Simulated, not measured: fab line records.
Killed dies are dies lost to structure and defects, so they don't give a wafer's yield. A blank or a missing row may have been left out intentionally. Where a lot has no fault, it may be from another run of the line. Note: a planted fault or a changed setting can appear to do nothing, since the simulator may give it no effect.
Which tool was responsible?    flow gf180mcu    21 wafers from 7 lots sampled at 3 of the route's 602 steps

WHAT EACH GAUGE READ, for each wafer
GF_SAB_CD_MEAS_09 targets a cd of 420 nm.
lot   measured      on         cd-nm (nm)
L952  day 16 00:05  cd-sem-01  420.8 420.1 423.7
L956  day 17 03:27  cd-sem-01  418.2 419.7 418.3
L960  day 18 13:45  cd-sem-02  418.9 420.1 419.3
L962  day 19 07:52  cd-sem-01  422.6 422.1 424.9
L967  day 21 04:20  cd-sem-01  420.9 420.8 422.6
L971  day 22 13:54  cd-sem-02  424.6 422.0 424.3
L973  day 23 02:44  cd-sem-01  419.6 420.8 420.9

EACH LOT AND THE TOOL THAT RAN IT (in order: tool; ch and the chambers of the sampled wafers; start)
lot   GF_LVPWELL_STRIP_10                  GF_HV_LDD_HMDS_25
L952  plasma-asher-01 ch 0,1, day 4 09:29  litho-track-02 ch 0, day 11 18:39
L956  plasma-asher-02 ch 0,1, day 5 05:32  litho-track-01 ch 0, day 12 20:47
L960  plasma-asher-01 ch 0,1, day 6 04:11  litho-track-02 ch 0, day 14 03:13
L962  plasma-asher-03 ch 0,1, day 6 15:35  litho-track-02 ch 0, day 14 20:13
L967  plasma-asher-03 ch 0,1, day 7 20:07  litho-track-01 ch 0, day 16 11:44
L971  plasma-asher-01 ch 1, day 8 18:22    litho-track-04 ch 0, day 17 20:48
L973  plasma-asher-02 ch 0,1, day 9 05:01  litho-track-04 ch 0, day 18 09:50
- GF_LVPWELL_STRIP_10: strips in O2/N2.
- GF_HV_LDD_HMDS_25: prime time 60 s.

THE ANSWER, worked out from the rows above alone
Rule: usual is defined by the lots themselves. The widest of any qualifying gaps counts: lots, ordered by their means at a reading, are off when they make up no more than a third of the lots, leave a main group of 4 or more, and stand apart from it by 3 or more times the standard deviation of that group's means. A main group whose means are all the same, to the digits that the tables above print for the reading, isn't used. A lot without any number at a reading at which 4 lots or more have one is off too. All remaining lots with rows at the step are treated as sound.
No lot is off on any of the readings shown, so nothing can be concluded from this.

WHAT THE SIMULATOR HAD INSERTED
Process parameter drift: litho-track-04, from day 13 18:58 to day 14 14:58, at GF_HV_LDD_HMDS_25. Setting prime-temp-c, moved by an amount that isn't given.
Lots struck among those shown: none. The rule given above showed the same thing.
